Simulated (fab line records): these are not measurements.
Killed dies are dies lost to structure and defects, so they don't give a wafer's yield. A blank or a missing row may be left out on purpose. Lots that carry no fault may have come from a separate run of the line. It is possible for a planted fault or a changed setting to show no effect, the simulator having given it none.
Comparing a struck lot with a sound one -- flow gf180mcu -- 15 out of 602 route steps
Sound: wafers L590.2, L590.4, L590.5. Struck: wafer L595.5; the same lot's L595.2 was not struck, so it is left out; see the end for the cause.
Order at every step that has rows: each side's tool, ch and its chambers, its first start. Under that, the readings that differ: sound wafers -- struck wafers -- difference of the means -- sigmas: that difference in standard deviations of wafers without a fault.
alike: a reading whose means differ by less than 2 such deviations, as well as words and numbers matching on both sides. not compared: withheld readings; readings where some wafer has no value; bounds like >300 that might hide an equal value; numbers whose values overlap and for which the record gives no deviation.
The two part at a step that has a row with sigmas, a row that says differs or no value, or rows on one side only. Non-overlapping numbers with no deviation appear without sigmas and do not part them. A reading missing from all wafers of one side parts the sides only when that side holds two or more wafers.

GF_MIM_SPUTTER_07: material TiN, target thk 60 nm, time 50 s.
  sound on pvd sputter-04 at day 24 08:32; struck on pvd sputter-04 at day 25 19:19
  alike: cathode dc power W, throttle valve pct
GF_MIM_SPUTTER_08: material AlCu, target thk 200 nm, time 10.6 s.
  sound on pvd sputter-04 at day 24 08:35; struck on pvd sputter-04 at day 25 19:22
  alike: cathode dc power W, throttle valve pct
GF_MIM_SPUTTER_09: material TiN, target thk 35 nm, time 29.2 s.
  sound on pvd sputter-04 at day 24 08:37; struck on pvd sputter-04 at day 25 19:23
  alike: cathode dc power W, throttle valve pct
GF_MIM_RS_MEAS_10: measurement is done with a four-point probe.
  sound on film metro-03 at day 24 08:40; struck on film metro-03 at day 25 19:26
  alike: MIM_ALCU_RS
GF_MIM_THK_MEAS_11: measures by xrf.
  sound on film metro-03 at day 24 08:46; struck on film metro-03 at day 25 19:33
  alike: MIM_ALCU_THK
then, 7 steps without rows for these wafers: GF_MIM_DEHYDRATE_12 (time 60 s); GF_MIM_HMDS_13 (prime time 60 s); GF_MIM_COAT_14 (resist thk 1000 nm); GF_MIM_SOFTBAKE_15 (time 60 s); GF_MIM_EXPOSE_16 (exposes mask FuseTop, target cd 2000 nm); GF_MIM_PEB_17; GF_MIM_DEVELOP_18 (develop time 60 s).
GF_MIM_METAL_ETCH_19: etches the open film in Cl2/BCl3, stops on Si3N4, target depth 324.5 nm, time 54.1 s.
  sound on rie metal-02 ch 1, day 25 05:56; struck on rie metal-03 ch 1, day 26 15:37
reading,sound,struck,difference,sigmas
run length s (s),82.2 82.2 81.9,84.7,+2.6,+4
throttle valve pct (%),28.273 28.273 28.286,28.314,+0.037,+4
model.NOVOLAK_of_MIM_COAT_14.thk nm (nm),866.8 865.5 866.9,864.6,-1.8,
  alike: drypump motor current A, oes product au
  not compared: rf hours counter h
GF_MIM_STRIP_20: strips in O2/N2.
  sound on plasma asher-03 ch 0, day 25 06:04; struck on plasma asher-03 ch 0, day 26 15:41
  alike: drypump motor current A, heater power w, oes product au, strip time to endpoint s
  not compared: rf hours counter h
-- the record jumps here: 4 days lie between the struck wafers' starts before and after (it left off in module MIM and takes up again in module PASSIVATION, whose first step shown is number 602 of the route) --
GF_PASSIVATION_PROBE_99:
  rows exist in the record for the struck wafers here (prober-02, day 30 04:58), but not for the sound ones

WHERE THEY PART
At GF_MIM_METAL_ETCH_19 first; at GF_PASSIVATION_PROBE_99 last (within this record only).

WHY: what had been put in by the simulator
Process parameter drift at GF_MIM_METAL_ETCH_19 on rie metal-03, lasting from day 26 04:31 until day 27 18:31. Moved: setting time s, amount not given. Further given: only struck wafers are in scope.
